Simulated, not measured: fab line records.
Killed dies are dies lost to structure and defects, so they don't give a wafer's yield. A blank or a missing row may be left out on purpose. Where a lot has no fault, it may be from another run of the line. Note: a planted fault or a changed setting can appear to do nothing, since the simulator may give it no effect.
A struck lot beside a sound one	flow gf180mcu	14 steps out of a route of 602
Sound: wafers L397.4, L397.5, L397.6. Wafers struck: L405.2, L405.3, L405.5. The cause comes at the end.
Per side, at each step with rows, come the tool, then ch with its chambers, and then its first start. Under that, the readings that differ: sound wafers	struck wafers	difference of the means	sigmas: that difference in standard deviations of wafers without a fault.
alike: same words and numbers on both sides, and readings whose means sit less than 2 such deviations apart. not compared: any withheld reading, any reading some wafer has no value for, any bound like >300 that may hide the same value, and any number with overlapping values for which the record gives no deviation.
A row with sigmas, a row that says differs or no value, or rows on one side alone: a step with any of these is where the two part. Numbers that don't overlap but have no deviation are shown without sigmas and don't part them. Lack of a reading on every wafer of one side parts them only where that side has two or more wafers.

first, 2 steps without rows for these wafers: GF_VT_IMPLANT_PEB_05; GF_VT_IMPLANT_DEVELOP_06 (develop time 60 s).
GF_VT_IMPLANT_OVL_MEAS_07:
  sound on overlay-01 at day 7 08:24; struck on overlay-02 at day 9 13:02
  alike: VT_IMPLANT_OVL
next, for these wafers, 1 step has no rows: GF_VT_IMPLANT_IMPLANT_08.
GF_VT_IMPLANT_STRIP_09: strips in O2/N2.
  sound on plasmaAsher-03 ch 0,1, day 7 08:37; struck on plasmaAsher-04 ch 0, day 9 13:13
  alike: drypumpMotorCurrentA, heaterPowerW, oesProductAu, platenTempC, stripTimeToEndpointS
  not compared: rfHoursCounterH
GF_VT_IMPLANT_TW_MEAS_10:
  sound on filmMetro-04 at day 7 08:42; struck on filmMetro-04 at day 9 13:20
  alike: VT_IMPLANT_TW
then, 6 steps without rows for these wafers: GF_VT_IMPLANT_DEHYDRATE_11 (time 60 s); GF_VT_IMPLANT_HMDS_12 (prime time 60 s); GF_VT_IMPLANT_COAT_13 (resist thk 1000 nm); GF_VT_IMPLANT_SOFTBAKE_14 (time 60 s); GF_VT_IMPLANT_EXPOSE_15 (exposes mask Nwell LV AREA, target cd 860 nm); GF_VT_IMPLANT_PEB_16.
GF_VT_IMPLANT_DEVELOP_17: develop time 60 s.
  sound on lithoTrack-02 ch 0, day 7 23:19; struck on lithoTrack-03, day 10 06:30
  no value came back on the struck wafers for chillPlateTempC (C), developTimeS (s); on the sound wafers chillPlateTempC (C) reads 23.05 23.00 22.97
GF_VT_IMPLANT_OVL_MEAS_18:
  sound on overlay-02 at day 7 23:24; struck on overlay-01 at day 10 06:38
reading	sound	struck	difference	sigmas
VT_IMPLANT_01_OVL (nm)	-1.4 0.0 -0.4	- - -	no value on the struck wafers	

== WHERE THEY PART ==
At GF_VT_IMPLANT_DEVELOP_17 first; at GF_VT_IMPLANT_OVL_MEAS_18 last (within this record only).

WHY: whatever the simulator had introduced
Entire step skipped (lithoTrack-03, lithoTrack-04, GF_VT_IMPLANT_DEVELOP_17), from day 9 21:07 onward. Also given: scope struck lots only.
